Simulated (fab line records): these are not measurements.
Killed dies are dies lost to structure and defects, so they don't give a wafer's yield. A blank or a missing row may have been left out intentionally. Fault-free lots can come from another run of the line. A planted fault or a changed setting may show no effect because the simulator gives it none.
What tool caused it? + flow sky130 + 36 wafers from 12 lots sampled at 5 of the route's 708 steps

== WHAT THE GAUGES SHOWED, per wafer ==
The record holds no reading of a measuring or inspecting step that can be judged against a usual standard deviation.

== EACH LOT AND THE TOOL THAT RAN IT (in order: tool; ch and the chambers of the sampled wafers; start) ==
| lot  | SKY_CONTACT_SPUTTER_23      | SKY_METAL5_SPUTTER_04       | SKY_PASSIVATION_CVD_02          | SKY_PASSIVATION_ETCH_11           | SKY_PAD_OPEN_PROBE_99   |
|------|-----------------------------|-----------------------------|---------------------------------|-----------------------------------|-------------------------|
| L863 | pvdSputter-02, day 31 13:31 | pvdSputter-01, day 42 18:27 | pecvd-01 ch 0,2, day 43 17:20   | rieDiel-02 ch 1,2,3, day 44 15:35 | -                       |
| L865 | pvdSputter-02, day 32 07:55 | pvdSputter-02, day 43 11:12 | pecvd-01 ch 0,1,2, day 44 11:07 | rieDiel-03 ch 2,3, day 45 08:35   | prober-01, day 46 08:12 |
| L866 | pvdSputter-04, day 32 10:05 | pvdSputter-03, day 43 11:59 | pecvd-02 ch 0,1,2, day 44 11:56 | rieDiel-02 ch 1,3, day 45 09:17   | -                       |
| L867 | pvdSputter-04, day 33 06:45 | pvdSputter-01, day 44 04:58 | pecvd-01 ch 0,2, day 45 03:56   | rieDiel-03 ch 0,3, day 46 01:35   | -                       |
| L869 | pvdSputter-04, day 33 18:21 | pvdSputter-02, day 44 13:37 | pecvd-04 ch 0,1,2, day 45 11:58 | rieDiel-03 ch 1,2, day 46 09:11   | prober-02, day 47 08:10 |
| L870 | pvdSputter-02, day 34 06:10 | pvdSputter-01, day 45 01:09 | pecvd-01 ch 0,1, day 45 22:34   | rieDiel-02 ch 0,1, day 46 17:08   | -                       |
| L871 | pvdSputter-02, day 34 10:32 | pvdSputter-01, day 45 05:54 | pecvd-02 ch 0,1,2, day 46 03:55 | rieDiel-01 ch 1,2,3, day 47 00:36 | -                       |
| L872 | pvdSputter-01, day 34 14:05 | pvdSputter-01, day 45 08:18 | pecvd-01 ch 0,1,2, day 46 06:29 | rieDiel-02 ch 0,1,3, day 47 02:32 | prober-01, day 48 00:11 |
| L873 | pvdSputter-04, day 34 21:04 | pvdSputter-02, day 45 12:15 | pecvd-02 ch 1,2, day 46 10:11   | rieDiel-01 ch 0,2,3, day 47 07:00 | -                       |
| L875 | pvdSputter-02, day 35 10:18 | pvdSputter-03, day 46 00:24 | pecvd-04 ch 0,1,2, day 46 20:28 | rieDiel-01 ch 1,2, day 47 16:26   | prober-02, day 48 14:24 |
| L884 | pvdSputter-01, day 38 08:11 | pvdSputter-03, day 48 07:52 | pecvd-02 ch 0,2, day 49 02:36   | rieDiel-01 ch 1,3, day 49 20:08   | -                       |
| L886 | pvdSputter-02, day 39 10:38 | pvdSputter-03, day 49 01:13 | pecvd-04 ch 0,1,2, day 49 19:44 | rieDiel-03 ch 0,1,3, day 50 12:11 | -                       |
- SKY_CONTACT_SPUTTER_23: material TiN, target thk 20 nm, time 80 s.
- SKY_METAL5_SPUTTER_04: material TiN, target thk 70 nm, time 58.3 s.
- SKY_PASSIVATION_CVD_02: deposits Si3N4, target thk 540 nm.
- SKY_PASSIVATION_ETCH_11: etches the open film in CF4/O2, stops on AlCu, target depth 725 nm, time 161.1 s.
- SKY_PAD_OPEN_PROBE_99

== AS READ BY THE TOOLS THEMSELVES (means over the sampled wafers that have a number; for cases with no such wafer, the mark the record gives instead) ==
SKY_CONTACT_SPUTTER_23. Usual: cathodeDcPowerW 4000.0 W, standard deviation 0.73; throttleValvePct 29.9 %, standard deviation 1.1.
| lot  | tool          | cathodeDcPowerW (W) | throttleValvePct (%) | flag |
|------|---------------|---------------------|----------------------|------|
| L863 | pvdSputter-02 | 3999.9              | 29.9                 |      |
| L865 | pvdSputter-02 | 4001.2              | 30.6                 |      |
| L866 | pvdSputter-04 | 4000.3              | 30.4                 |      |
| L867 | pvdSputter-04 | 3999.6              | 29.7                 |      |
| L869 | pvdSputter-04 | 3999.5              | 30.6                 |      |
| L870 | pvdSputter-02 | 4000.2              | 30.1                 |      |
| L871 | pvdSputter-02 | 3999.9              | 30.0                 |      |
| L872 | pvdSputter-01 | 4000.1              | 29.9                 |      |
| L873 | pvdSputter-04 | 4000.3              | 29.7                 |      |
| L875 | pvdSputter-02 | 3999.8              | 30.4                 |      |
| L884 | pvdSputter-01 | 3999.2              | 29.2                 |      |
| L886 | pvdSputter-02 | 4000.3              | 30.1                 |      |

SKY_METAL5_SPUTTER_04. Usual: cathodeDcPowerW 6589.0 W, standard deviation 1.2; throttleValvePct 29.9 %, standard deviation 1.1.
| lot  | tool          | cathodeDcPowerW (W) | throttleValvePct (%) | flag |
|------|---------------|---------------------|----------------------|------|
| L863 | pvdSputter-01 | 6588.5              | 28.6                 |      |
| L865 | pvdSputter-02 | 6587.8              | 30.1                 |      |
| L866 | pvdSputter-03 | 6588.5              | 30.0                 |      |
| L867 | pvdSputter-01 | 6589.1              | 29.3                 |      |
| L869 | pvdSputter-02 | 6589.2              | 30.1                 |      |
| L870 | pvdSputter-01 | 6589.4              | 29.2                 |      |
| L871 | pvdSputter-01 | 6588.0              | 28.8                 |      |
| L872 | pvdSputter-01 | 6589.4              | 29.0                 |      |
| L873 | pvdSputter-02 | 6588.4              | 30.2                 |      |
| L875 | pvdSputter-03 | 6589.1              | 30.6                 |      |
| L884 | pvdSputter-03 | 6589.9              | 30.1                 |      |
| L886 | pvdSputter-03 | 6589.1              | 30.6                 |      |

SKY_PASSIVATION_CVD_02. Usual: heaterPowerW 713 W, standard deviation 93; susceptorTempC 400.02 C, standard deviation 0.23.
| lot  | tool     | heaterPowerW (W) | susceptorTempC (C) | flag |
|------|----------|------------------|--------------------|------|
| L863 | pecvd-01 | 675              | 400.29             |      |
| L865 | pecvd-01 | 716              | 399.87             |      |
| L866 | pecvd-02 | 724              | 399.95             |      |
| L867 | pecvd-01 | 716              | 399.96             |      |
| L869 | pecvd-04 | 698              | 400.01             |      |
| L870 | pecvd-01 | 672              | 400.06             |      |
| L871 | pecvd-02 | 743              | 399.96             |      |
| L872 | pecvd-01 | 697              | 400.20             |      |
| L873 | pecvd-02 | 795              | 399.97             |      |
| L875 | pecvd-04 | 687              | 399.91             |      |
| L884 | pecvd-02 | 767              | 400.10             |      |
| L886 | pecvd-04 | 700              | 400.12             |      |

SKY_PASSIVATION_ETCH_11. Usual: drypumpMotorCurrentA 5.7 A, standard deviation 0.45; oesProductAu 0.975 a.u., standard deviation 0.0068; throttleValvePct 5.963 %, standard deviation 0.0083.
| lot  | tool       | drypumpMotorCurrentA (A) | oesProductAu (a.u.) | throttleValvePct (%) | flag |
|------|------------|--------------------------|---------------------|----------------------|------|
| L863 | rieDiel-02 | 5.7                      | 0.971               | 5.963                |      |
| L865 | rieDiel-03 | 5.3                      | 0.977               | 5.959                |      |
| L866 | rieDiel-02 | 5.5                      | 0.973               | 5.964                |      |
| L867 | rieDiel-03 | 6.1                      | 0.976               | 5.957                |      |
| L869 | rieDiel-03 | 5.1                      | 0.981               | 5.970                |      |
| L870 | rieDiel-02 | 6.1                      | 0.981               | 5.969                |      |
| L871 | rieDiel-01 | 5.9                      | 0.979               | 5.955                |      |
| L872 | rieDiel-02 | 5.8                      | 0.976               | 5.967                |      |
| L873 | rieDiel-01 | 5.7                      | 0.975               | 5.965                |      |
| L875 | rieDiel-01 | 6.0                      | 0.981               | 5.964                |      |
| L884 | rieDiel-01 | 6.1                      | 0.970               | 5.968                |      |
| L886 | rieDiel-03 | 5.8                      | 0.976               | 5.957                |      |

SKY_PAD_OPEN_PROBE_99. Usual: killed_at_M0_to_M3 45, standard deviation 6.8; killed_at_M4_up 3.0, standard deviation 1.7; killedAtContacts 25, standard deviation 5.7; killedAtFrontEnd 15, standard deviation 4.6; killedAtOther 0.3, standard deviation 0.66; killedDies 88, standard deviation 9.5; killedOpen 48, standard deviation 7.3; killedShort 39, standard deviation 6.5.
| lot  | tool      | killed_at_M0_to_M3 | killed_at_M4_up | killedAtContacts | killedAtFrontEnd | killedAtOther | killedDies | killedOpen | killedShort | flag |
|------|-----------|--------------------|-----------------|------------------|------------------|---------------|------------|------------|-------------|------|
| L865 | prober-01 | 44                 | 3.0             | 21               | 16               | 0.3           | 85         | 48         | 36          |      |
| L869 | prober-02 | 38                 | 2.3             | 21               | 19               | 0.0           | 80         | 42         | 38          |      |
| L872 | prober-01 | 42                 | 3.7             | 25               | 12               | 0.0           | 83         | 45         | 38          |      |
| L875 | prober-02 | 41                 | 2.7             | 44               | 18               | 0.0           | 106        | 48         | 40          | OFF  |

== THE ANSWER, worked out from the rows above alone ==
Rule: lot off if the mean of its wafers having a number is beyond 3 standard deviations from the usual mean. Also off: a lot with no number at a reading for which 4 or more lots have one. Any other lot the step has rows for is counted as sound. First the gauges in route order, then the tools' own readings, where a lot's mean is used as printed above. The first step at which some lot is off is used, and at that step the reading that is off furthest; a lot without a number counts as furthest.
Off: L875 (SKY_PAD_OPEN_PROBE_99, killedAtContacts). Neither off nor sound, because the step has no rows for them: L863, L866, L867, L870, L871, L873, L884, L886.
If a tool, at that step or one of the process steps before it, ran each lot that is off and ran no sound lot following the first of them, it fits. Can't be told from this: 5 tools fit, pvdSputter-02 at SKY_CONTACT_SPUTTER_23, pvdSputter-03 at SKY_METAL5_SPUTTER_04, pecvd-04 at SKY_PASSIVATION_CVD_02, rieDiel-01 at SKY_PASSIVATION_ETCH_11, prober-02 at SKY_PAD_OPEN_PROBE_99.

== WHAT THE SIMULATOR HAD INSERTED ==
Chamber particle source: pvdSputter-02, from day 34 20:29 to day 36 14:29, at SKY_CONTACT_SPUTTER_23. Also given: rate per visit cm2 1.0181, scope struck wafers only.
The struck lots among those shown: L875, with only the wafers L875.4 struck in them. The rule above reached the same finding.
